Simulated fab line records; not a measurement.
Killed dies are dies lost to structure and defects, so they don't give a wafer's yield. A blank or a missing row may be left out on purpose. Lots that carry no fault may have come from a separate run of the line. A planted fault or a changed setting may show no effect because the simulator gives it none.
Struck lot and sound lot, side by side + flow sky130 + 15 out of 708 route steps
Sound: wafers L324.1, L324.2, L324.3. The struck wafers were L326.1, L326.3, L326.4. At the end, the cause is stated.
Order at every step that has rows: each side's tool, ch and its chambers, its first start. Under that, the readings that differ: sound wafers + struck wafers + difference of the means + sigmas: that difference in standard deviations of wafers without a fault.
alike: same words and numbers on both sides, and readings whose means sit less than 2 such deviations apart. not compared: any withheld reading, any reading some wafer has no value for, any bound like >300 that may hide the same value, and any number with overlapping values for which the record gives no deviation.
The two part at a step that has a row with sigmas, a row that says differs or no value, or rows on one side only. Numbers that don't overlap but have no deviation are shown without sigmas and don't part them. Lack of a reading on every wafer of one side parts them only where that side has two or more wafers.

SKY_METAL2_STRIP_20: strips in O2/N2.
  sound on plasma-asher-03 ch 0,1, day 37 16:03; struck on plasma-asher-02 ch 0,1, day 38 15:36
  alike: drypump-motor-current-A, oes-product-au, strip-time-to-endpoint-s
  not compared: rf-hours-counter-h
then, 4 steps without rows for these wafers: SKY_METAL2_STRIP_21 (strips in post etch residue remover, time 1200 s); SKY_METAL2_CLEAN_22 (cleans in IPA, time 180 s); SKY_METAL2_CLEAN_23 (cleans in O3/DIW); SKY_VIA2_HDPCVD_00 (deposits SiO2, target thk 1180 nm, time 196.7 s).
SKY_VIA2_THK_MEAS_01:
  sound on film-metro-02 at day 37 16:46; struck on film-metro-02 at day 38 16:21
  alike: VIA2_HDPCVD_THK
SKY_VIA2_CMP_02: polishes SiO2.
  sound on cmp-02 ch 0,1,2, day 37 16:50; struck on cmp-02 ch 1,2,3, day 38 16:25
  alike: motor-current-A
SKY_VIA2_BOW_MEAS_03:
  sound on film-metro-02 at day 37 17:08; struck on film-metro-01 at day 38 16:43
  alike: VIA2_BOW
then, 4 steps without rows for these wafers: SKY_VIA2_DEHYDRATE_04 (time 60 s); SKY_VIA2_HMDS_05 (prime time 60 s); SKY_VIA2_COAT_06 (resist thk 58.82 nm); SKY_VIA2_COAT_07 (resist thk 450 nm).
SKY_VIA2_SOFTBAKE_08: time 90 s.
  sound on litho-track-02 ch 0, day 38 06:00; struck on litho-track-01 ch 0, day 39 05:00
| reading          | sound                | struck               | difference | sigmas |
|------------------|----------------------|----------------------|------------|--------|
| run-length-s (s) | 119.05 118.70 118.92 | 128.67 128.73 128.58 | +9.77      | +44    |
  alike: exhaust-pa
then, 1 step without rows for these wafers: SKY_VIA2_EXPOSE_09 (exposes mask VIM2, target cd 200 nm).
-- the record jumps here: 9 days lie between the struck wafers' starts before and after (it left off in module VIA2 and takes up again in module PAD_OPEN, whose first step shown is number 708 of the route) --
SKY_PAD_OPEN_PROBE_99:
  sound on prober-02 at day 47 19:08; struck on prober-02 at day 48 11:31
  alike: defect-limited-yield, killed_at_M0_to_M3, killed_at_M4_up, killed-at-contacts, killed-at-front-end, killed-at-other, killed-dies, killed-open, killed-short, sort_bin_3_pad_short, sort_bin_5_function, sort_bin_6_memory, sort-n-pass, sort-yield-pct

## WHERE THEY PART
SKY_VIA2_SOFTBAKE_08 only, going by this record. Later steps at which nothing parts them and some readings are alike: SKY_PAD_OPEN_PROBE_99.

WHY: the cause the simulator had injected
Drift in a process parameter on litho-track-01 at SKY_VIA2_SOFTBAKE_08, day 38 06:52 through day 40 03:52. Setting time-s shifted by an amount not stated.
